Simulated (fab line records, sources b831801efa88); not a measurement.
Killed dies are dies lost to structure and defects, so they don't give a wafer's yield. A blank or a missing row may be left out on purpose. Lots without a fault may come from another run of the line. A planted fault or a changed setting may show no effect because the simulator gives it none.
Chamber matching | flow sky130 | SKY_POLY_GATE_ETCH_15 on rie_diel-04: 4 sister chambers
The step etches BARC in N2/H2, stops on SiO2, time 118.5 s, target depth 110 nm. 4 wafers are shown with their chamber, then 7 later ones without.

WAFERS WITH THEIR CHAMBER
wafer  | chamber | drypump_motor_current_A (A)
L088.4 | 3       | 6.3
L089.1 | 1       | 5.5
L089.4 | 2       | 5.5
L089.5 | 0       | 6.0

WAFERS WITHOUT THEIR CHAMBER
wafer  | drypump_motor_current_A (A)
L089.6 | 5.5
L093.1 | 6.0
L093.2 | 5.5
L093.3 | 6.4
L093.4 | 5.5
L093.5 | 5.5
L093.6 | 6.4

WHICH CHAMBER EACH WENT THROUGH
wafer  | from the rows above     | in truth
L089.6 | can't be placed: 1 or 2 | 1
L093.1 | 0                       | 0
L093.2 | can't be placed: 1 or 2 | 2
L093.3 | 3                       | 3
L093.4 | can't be placed: 1 or 2 | 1
L093.5 | can't be placed: 1 or 2 | 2
L093.6 | 3                       | 3
Placed correctly: 3 of 7. Can't be placed from these rows: 4 (the true chamber is among the candidates in 4). Placed wrongly: 0.
How it was worked out, from the rows above alone: a wafer's distance from a chamber is the root of the sum, over the readings, of the square of ((its reading less the chamber's mean) divided by the reading's scatter). The wafer belongs to the nearest chamber; if the next one is less than 2 further off, it can't be placed. A chamber's mean is the mean of its shown wafers. The scatter: with one shown wafer a chamber, the root of the mean of the squares of how far each hidden wafer lies from its nearest shown one.
